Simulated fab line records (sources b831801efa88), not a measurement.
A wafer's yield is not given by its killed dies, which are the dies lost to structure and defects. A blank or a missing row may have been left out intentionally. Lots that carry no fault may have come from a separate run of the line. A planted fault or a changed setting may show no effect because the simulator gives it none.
fab line records	flow sky130
record lots=11	wafers=33	last-day=51
route steps=708 shown RES_PROTECT@214 LDD_HVP@288 SD_N@354 VIA3@575 PAD_OPEN@708
lots that met no fault: taken from a fault-free run of the same line
start-h: hours from the record's opening day to when the first of the lot's shown wafers began	wait-h: hours elapsed since this lot's preceding step	" repeats the value in the row above	L1.1+2: several wafers, shown together as one row	- no value, or no start was given	* or withheld: withheld	< > ~ a bound
route shown NAME@n: a module of which the file shows steps, and the number in the route of the first	usual: average and standard deviation across the fault-free wafers	same: alike in all rows	chamber/n: place in a boat	sites: readings site by site	_std_site: the standard deviation of these	_edge_site: inner sites' mean taken away from outer sites' mean	radius-mm: for every site, how far away it sits from the centre of the wafer	mask NAME#n: copy n	behind: the last tool/chamber to shape the wafer	hold: cause of the lot's hold/its duration in hours/its outcome	device: whichever transistor did not switch (one of n, p or np)	end of line: the route-end tests of the same wafers	a step given without rows: its recipe and nothing more	killed: dies lost to structure and defects at the first sort, not the wafer's yield	map: a wafer's dies, x killed, . not, _ none there
set.NAME: the setting the step ran with; set.NAME@STEP: the setting that earlier step ran with	model.NAME: the simulator's own value behind a step, which no gauge read
steps of the route over a sample of lots; a table a step, a row a wafer
services: a tool's chamber out of use, with start hour (start-h, from the record's first day; less than 0 if before it), hours out, and reason
## steps
# step SKY_RES_PROTECT_STRIP_07
# recipe chemistry=O2/N2	power-w=1400	pressure-mtorr=1500	platen-temp-c=withheld	o2-flow-sccm=3000	n2-flow-sccm=300	overash-fraction=0.5
# usual drypump-motor-current-A=5.5/0.36	oes-product-au=0.518/0.0045	strip-time-to-endpoint-s=23.29/0.046
lot.wafer	tool	chamber	start-h	wait-h	drypump-motor-current-A	oes-product-au	rf-hours-counter-h	strip-time-to-endpoint-s
L438.1	plasma-asher-01	0	346.69	0.1	5.3	0.528	22	23.35
L438.4	"	0	"	"	5.3	0.517	-	23.30
L438.5	"	1	"	"	6.1	0.517	-	23.32
L440.1	plasma-asher-01	1	365.45	0.1	6.1	0.519	24	23.32
L440.2	"	0	"	"	5.3	0.514	24	23.37
L440.5	"	0	"	"	5.3	0.521	-	23.35
L442.1	plasma-asher-03	0	380.80	0.1	5.7	0.515	57	23.31
L442.3	"	0	"	"	5.7	0.510	-	23.27
L442.4	"	1	"	"	5.6	0.529	-	23.27
L443.2	plasma-asher-04	1	389.74	0.1	5.1	0.525	70	23.30
L443.3	"	0	"	"	5.2	0.521	-	23.28
L443.4	"	1	"	"	5.1	0.516	-	23.31
L444.2	plasma-asher-01	0	398.85	0.1	5.3	0.515	27	23.33
L444.3	"	0	"	"	5.3	0.520	-	23.32
L444.6	"	0	"	"	5.3	0.522	-	23.36
L445.2	plasma-asher-01	0	408.60	0.1	5.3	0.519	28	23.24
L445.3	"	1	"	"	6.1	0.519	-	23.20
L445.4	"	0	"	"	5.3	0.522	-	23.25
L446.1	plasma-asher-01	0	414.19	0.1	5.3	0.517	28	23.20
L446.4	"	0	"	"	5.3	0.519	-	23.22
L446.6	"	1	"	"	6.2	0.514	-	23.24
L447.2	plasma-asher-04	0	420.94	0.1	5.2	0.513	73	23.31
L447.3	"	0	"	"	5.2	0.518	-	23.30
L447.5	"	0	"	"	5.2	0.511	-	23.34
L449.3	plasma-asher-01	1	445.64	0.1	6.2	0.511	-	23.39
L449.4	"	0	"	"	5.3	0.515	-	23.35
L449.5	"	0	"	"	5.3	0.524	-	23.36
L450.1	plasma-asher-03	0	453.40	0.1	5.7	0.520	64	23.31
L450.3	"	0	"	"	5.7	0.525	-	23.24
L450.5	"	1	"	"	5.6	0.512	-	23.26
L460.1	plasma-asher-04	0	555.44	0.1	5.2	0.519	13	23.25
L460.3	"	1	"	"	5.1	0.516	-	23.31
L460.6	"	0	"	"	5.2	0.514	-	23.26
# step SKY_LDD_HVP_TW_MEAS_10
# usual LDD_HVP_TW=460.0/2.9
lot.wafer	tool	chamber	start-h	wait-h	LDD_HVP_TW
L438.1	film-metro-04	-	500.78	0.1	462.7
L438.4	"	-	"	"	462.2
L438.5	"	-	"	"	462.4
L440.1	film-metro-01	-	522.08	0.1	461.3
L440.2	"	-	"	"	460.7
L440.5	"	-	"	"	460.6
L442.1	film-metro-01	-	540.02	0.1	459.3
L442.3	"	-	"	"	458.8
L442.4	"	-	"	"	459.8
L443.2	film-metro-03	-	548.58	0.1	455.3
L443.3	"	-	"	"	453.3
L443.4	"	-	"	"	453.1
L444.2	film-metro-03	-	557.75	0.1	460.4
L444.3	"	-	"	"	462.4
L444.6	"	-	"	"	462.1
L445.2	film-metro-04	-	567.28	0.1	459.1
L445.3	"	-	"	"	458.0
L445.4	"	-	"	"	461.1
L446.1	film-metro-03	-	571.68	0.1	461.2
L446.4	"	-	"	"	461.1
L446.6	"	-	"	"	459.1
L447.2	film-metro-03	-	580.28	0.1	458.2
L447.3	"	-	"	"	457.1
L447.5	"	-	"	"	457.6
L449.3	film-metro-04	-	600.04	0.1	458.3
L449.4	"	-	"	"	461.5
L449.5	"	-	"	"	459.7
L450.1	film-metro-03	-	608.02	0.1	455.0
L450.3	"	-	"	"	453.1
L450.5	"	-	"	"	454.6
L460.1	film-metro-04	-	705.13	0.1	458.8
L460.3	"	-	"	"	461.9
L460.6	"	-	"	"	459.8
# step SKY_SD_N_TW_MEAS_12
# usual SD_N_TW=3995/56
lot.wafer	tool	chamber	start-h	wait-h	SD_N_TW
L438.1	film-metro-02	-	650.99	0.1	3941
L438.4	"	-	"	"	3968
L438.5	"	-	"	"	3941
L440.1	film-metro-01	-	670.85	0.1	4034
L440.2	"	-	"	"	4033
L440.5	"	-	"	"	4029
L442.1	film-metro-01	-	688.00	0.1	4051
L442.3	"	-	"	"	4062
L442.4	"	-	"	"	4066
L443.2	film-metro-02	-	694.95	0.1	3936
L443.3	"	-	"	"	3953
L443.4	"	-	"	"	3938
L444.2	film-metro-02	-	707.00	0.1	3960
L444.3	"	-	"	"	3956
L444.6	"	-	"	"	3978
L445.2	film-metro-02	-	713.00	0.1	3961
L445.3	"	-	"	"	3973
L445.4	"	-	"	"	3955
L446.1	film-metro-03	-	715.86	0.1	3986
L446.4	"	-	"	"	3966
L446.6	"	-	"	"	4000
L447.2	film-metro-03	-	726.02	0.1	3969
L447.3	"	-	"	"	3956
L447.5	"	-	"	"	3974
L449.3	film-metro-02	-	744.71	0.1	3941
L449.4	"	-	"	"	3948
L449.5	"	-	"	"	3940
L450.1	film-metro-02	-	753.79	0.1	3908
L450.3	"	-	"	"	3932
L450.5	"	-	"	"	3900
L460.1	film-metro-01	-	853.04	0.1	4043
L460.3	"	-	"	"	4057
L460.6	"	-	"	"	4063
# step SKY_VIA3_CMP_02
# recipe material=SiO2	down-force-psi=4	platen-rpm=60	pad-velocity-m-s=0.94248
# usual motor-current-A=11.9/0.86	retaining-ring-pressure-frac=1.000/0.0053
lot.wafer	tool	chamber	start-h	wait-h	motor-current-A	retaining-ring-pressure-frac
L438.1	cmp-02	2	905.42	0.1	12.0	1.005
L438.4	"	1	"	"	11.5	0.995
L438.5	"	3	"	"	11.6	0.997
L440.2	cmp-02	1	922.30	0.0	11.7	1.000
L440.1	"	3	"	"	12.5	1.010
L440.5	"	1	"	"	11.1	0.992
L442.3	cmp-02	1	940.69	0.0	11.3	1.002
L442.4	"	2	"	"	12.3	0.999
L442.1	"	3	"	"	11.9	1.004
L443.4	cmp-01	3	944.20	0.0	11.0	1.001
L443.2	"	1	"	"	13.6	1.006
L443.3	"	2	"	"	12.1	0.998
L444.2	cmp-02	2	954.75	0.1	12.4	0.997
L444.3	"	3	"	"	11.6	0.996
L444.6	"	0	"	"	10.3	0.997
L445.3	cmp-02	2	962.74	0.0	11.9	1.004
L445.2	"	0	"	"	10.6	1.005
L445.4	"	1	"	"	11.8	0.989
L446.4	cmp-01	0	963.66	0.0	11.7	0.987
L446.1	"	1	"	"	13.8	1.002
L446.6	"	1	"	"	12.7	0.995
L447.2	cmp-01	0	970.95	0.0	12.0	0.996
L447.3	"	3	"	"	11.4	1.008
L447.5	"	1	"	"	13.9	0.989
L449.3	cmp-01	1	989.02	0.2	14.2	1.004
L449.4	"	2	"	"	12.9	0.984
L449.5	"	1	"	"	13.5	1.002
L450.3	cmp-02	1	993.91	0.0	11.9	1.004
L450.1	"	0	"	"	10.4	1.006
L450.5	"	1	"	"	12.6	1.004
L460.1	cmp-02	3	1080.31	0.1	11.7	1.003
L460.3	"	0	"	"	10.6	0.998
L460.6	"	3	"	"	12.6	1.006
# step SKY_VIA3_ETCH_15
# recipe target=SiO2	chemistry=C4F8/O2/Ar	target-depth-nm=507	stop-on=TiN	mask-material=KrF-thick	source-w=1500	bias-w=1200	pressure-mtorr=40	c4f8-flow-sccm=withheld	O2_flow_sccm=6	Ar_flow_sccm=300	time-s=78
# usual oes-product-au=0.947/0.0053
lot.wafer	tool	chamber	start-h	wait-h	oes-product-au	rf-hours-counter-h
L438.1	rie-diel-01	0	930.94	0.0	0.950	15
L438.4	"	2	"	"	0.941	24
L438.5	"	2	"	"	0.940	-
L440.1	rie-diel-01	1	947.19	0.0	0.945	19
L440.2	"	0	"	"	0.942	16
L440.5	"	1	"	"	0.947	-
L442.1	rie-diel-01	2	965.25	0.0	0.946	25
L442.3	"	0	"	"	0.947	16
L442.4	"	3	"	"	0.940	4
L443.2	rie-diel-04	0	968.85	0.0	0.950	18
L443.3	"	1	"	"	0.947	20
L443.4	"	3	"	"	0.938	11
L444.2	rie-diel-01	2	978.94	0.0	0.934	26
L444.3	"	3	"	"	0.951	5
L444.6	"	3	"	"	0.953	-
L445.2	rie-diel-04	1	986.75	0.0	0.945	20
L445.3	"	0	"	"	0.945	19
L445.4	"	0	"	"	0.947	-
L446.1	rie-diel-01	3	988.44	0.0	0.954	5
L446.4	"	2	"	"	0.944	26
L446.6	"	1	"	"	0.951	-
L447.2	rie-diel-01	0	994.75	0.0	0.944	17
L447.3	"	2	"	"	0.948	26
L447.5	"	1	"	"	0.944	-
L449.3	rie-diel-04	2	1012.00	0.0	0.952	23
L449.4	"	0	"	"	0.906	20
L449.5	"	1	"	"	0.951	-
L450.1	rie-diel-01	1	1017.74	0.0	0.949	21
L450.3	"	3	"	"	0.945	6
L450.5	"	3	"	"	0.947	-
L460.1	rie-diel-01	1	1100.90	0.0	0.953	24
L460.3	"	3	"	"	0.942	9
L460.6	"	3	"	"	0.945	-
# step SKY_PAD_OPEN_PROBE_99
# usual defect-limited-yield=82.6/1.8	killed_at_M0_to_M3=43/6.5	killed_at_M4_up=3.1/1.8	killed-at-contacts=24/5.6	killed-at-front-end=15/4.2	killed-at-other=0.3/0.5	killed-dies=86/8.9	killed-open=47/6.9	killed-short=39/5.9	sort_bin_3_pad_short=0.9/0.39	sort_bin_5_function=10.4/1.6	sort_bin_6_memory=6.2/1	sort-n-pass=406/8.9	sort-yield-pct=82.6/1.8
# same gross-dies=492	killed-at-back-side=0	sort_bin_4_leakage[%]=0	sort_bin_8_speed[%]=0
lot.wafer	tool	chamber	start-h	wait-h	defect-limited-yield[%]	killed_at_M0_to_M3	killed_at_M4_up	killed-at-contacts	killed-at-front-end	killed-at-other	killed-dies	killed-open	killed-short	sort_bin_3_pad_short[%]	sort_bin_5_function[%]	sort_bin_6_memory[%]	sort-n-pass	sort-yield-pct[%]
L442.1	prober-01	-	1104.72	0.1	84.3	38	6	20	13	0	77	43	34	0.6	7.9	7.1	415	84.3
L442.3	prober-01	-	1104.82	0.2	85.6	39	1	20	11	0	71	31	40	0.6	8.5	5.3	421	85.6
L442.4	prober-01	-	1104.87	0.2	82.7	37	7	29	12	0	85	39	46	1.0	9.3	6.9	407	82.7
L445.2	prober-02	-	1124.46	0.1	83.5	41	7	16	16	1	81	45	36	1.0	9.6	5.9	411	83.5
L445.3	prober-02	-	1124.51	0.2	85.8	32	3	22	13	0	70	39	31	1.0	8.1	5.1	422	85.8
L445.4	prober-02	-	1124.56	0.2	86.4	37	4	15	10	1	67	40	27	0.4	8.5	4.7	425	86.4
L446.1	prober-01	-	1126.04	0.1	83.5	51	4	15	11	0	81	32	49	0.6	10.2	5.7	411	83.5
L446.4	prober-01	-	1126.19	0.2	82.7	50	4	23	8	0	85	52	33	0.6	10.6	6.1	407	82.7
L446.6	prober-01	-	1126.29	0.2	78.9	64	4	16	20	0	104	52	52	1.8	13.4	5.9	388	78.9
L450.1	prober-01	-	1148.38	0.1	80.7	52	7	22	14	0	95	52	43	1.0	11.8	6.5	397	80.7
L450.3	prober-01	-	1148.48	0.2	83.1	48	2	16	17	0	83	46	37	1.2	11.2	4.5	409	83.1
L450.5	prober-01	-	1148.58	0.2	84.1	43	2	15	17	1	78	39	39	0.8	7.7	7.3	414	84.1
# killed by level:class
L442.1 VIA2:geometric-particle:open=7 CONTACT:geometric-particle:short=7 VIA3:geometric-particle:open=5 CONTACT:geometric-particle:open=5 METAL1:geometric-particle:short=5 VIA1:geometric-particle:open=5 FIELD_ISO:geometric-particle:open=4 POLY_GATE:geometric-particle:open=4
L442.3 VIA1:geometric-particle:open=9 METAL2:geometric-particle:short=9 CONTACT:geometric-particle:open=7 VIA1:geometric-particle:short=6 LI_CONTACT:geometric-particle:open=4 POLY_GATE:geometric-particle:short=4 LOCAL_INTERCONNECT:geometric-particle:short=4 CONTACT:geometric-particle:short=4
L442.4 LI_CONTACT:geometric-particle:open=9 LOCAL_INTERCONNECT:geometric-particle:short=8 METAL1:geometric-particle:short=7 VIA1:geometric-particle:open=7 CONTACT:geometric-particle:open=6 VIA2:geometric-particle:open=6 VIA1:geometric-particle:short=5 SPACER:geometric-particle:short=4
L445.2 VIA1:geometric-particle:open=8 LI_CONTACT:geometric-particle:open=8 METAL1:geometric-particle:short=8 FIELD_ISO:geometric-particle:short=5 POLY_GATE:geometric-particle:open=5 VIA3:geometric-particle:open=5 METAL4:geometric-particle:short=5 CONTACT:geometric-particle:open=4
L445.3 VIA3:geometric-particle:open=8 LI_CONTACT:geometric-particle:open=7 VIA1:geometric-particle:open=7 CONTACT:geometric-particle:short=5 METAL2:geometric-particle:short=5 CONTACT:geometric-particle:open=4 LOCAL_INTERCONNECT:geometric-particle:short=4 FIELD_ISO:geometric-particle:short=3
L445.4 VIA1:geometric-particle:open=7 FIELD_ISO:geometric-particle:open=5 LI_CONTACT:geometric-particle:open=5 CONTACT:geometric-particle:open=5 VIA1:geometric-particle:short=5 VIA3:geometric-particle:open=5 METAL3:geometric-particle:short=5 LI_CONTACT:geometric-particle:short=3
L446.1 VIA1:geometric-particle:open=10 VIA1:geometric-particle:short=9 METAL2:geometric-particle:short=8 METAL1:geometric-particle:short=8 CONTACT:geometric-particle:open=6 CONTACT:geometric-particle:short=5 VIA3:geometric-particle:short=4 VIA2:geometric-particle:open=4
L446.4 CONTACT:geometric-particle:open=13 VIA1:geometric-particle:open=13 VIA1:geometric-particle:short=6 METAL1:geometric-particle:short=5 METAL2:geometric-particle:short=5 VIA2:geometric-particle:open=5 LOCAL_INTERCONNECT:geometric-particle:short=4 METAL1:geometric-particle:open=3
L446.6 VIA1:geometric-particle:open=10 VIA3:geometric-particle:open=9 FIELD_ISO:geometric-particle:open=8 METAL1:geometric-particle:short=8 VIA1:geometric-particle:short=8 METAL2:geometric-particle:short=6 VIA2:geometric-particle:open=6 FIELD_ISO:geometric-particle:short=5
L450.1 VIA2:geometric-particle:open=11 CONTACT:geometric-particle:open=10 VIA1:geometric-particle:short=8 LI_CONTACT:geometric-particle:open=7 VIA1:geometric-particle:open=7 METAL2:geometric-particle:short=7 VIA3:geometric-particle:open=6 METAL4:geometric-particle:short=6
L450.3 VIA1:geometric-particle:open=9 METAL2:geometric-particle:short=8 VIA3:geometric-particle:open=7 VIA2:geometric-particle:open=7 FIELD_ISO:geometric-particle:open=6 VIA1:geometric-particle:short=5 LI_CONTACT:geometric-particle:open=4 CONTACT:geometric-particle:open=4
L450.5 VIA1:geometric-particle:open=9 METAL2:geometric-particle:short=7 VIA1:geometric-particle:short=7 VIA2:geometric-particle:open=6 FIELD_ISO:geometric-particle:open=5 VIA3:geometric-particle:open=5 CONTACT:geometric-particle:open=5 METAL3:geometric-particle:short=5
## services
tool	chamber	start-h	hours	kind
rie-diel-01	1	327.04	1.5	repair
rie-diel-01	0	331.30	21.4	repair
cmp-02	-	346.03	5.8	pm
cmp-02	-	355.16	0.9	repair
cmp-02	-	367.70	2.2	repair
cmp-02	-	404.00	4.0	pm
rie-diel-01	-	424.25	2.8	pm
rie-diel-01	0	428.17	2.6	repair
cmp-02	-	447.81	0.8	repair
rie-diel-01	-	477.71	15.6	pm
rie-diel-01	1	506.36	6.4	repair
cmp-02	-	535.98	1.0	repair
rie-diel-01	1	543.09	2.5	repair
cmp-02	-	543.17	0.6	repair
rie-diel-01	-	648.67	0.6	repair
rie-diel-01	0	731.64	6.9	repair
rie-diel-01	2	888.90	2.2	repair
rie-diel-01	-	907.19	4.3	pm
rie-diel-01	3	935.24	12.9	repair
rie-diel-01	-	937.72	0.6	repair
rie-diel-01	-	1019.02	2.1	repair
rie-diel-01	1	1027.49	4.0	repair
rie-diel-01	3	1059.60	6.3	repair
rie-diel-01	2	1094.63	1.7	repair
## key
first-sign step=SKY_VIA3_ETCH_15	reading=oes-product-au	direction=down	sigmas=7.6	usual=0.947	struck=0.906
effect none on later readings
met-at SKY_VIA3_CMP_02
struck-lots L449
struck-wafers L449.4
not-acting-at SKY_RES_PROTECT_STRIP_07,SKY_LDD_HVP_TW_MEAS_10,SKY_SD_N_TW_MEAS_12
onset-between 970.95 989.02
fault kind=process-parameter-drift	tool=cmp-01	chamber=-	onset-h=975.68	steps=SKY_VIA3_CMP_02	channel=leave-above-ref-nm	offset=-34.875	shape=step	end-h=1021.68	scope=struck-wafers-only	acts-in=these-recipes-only	stated=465
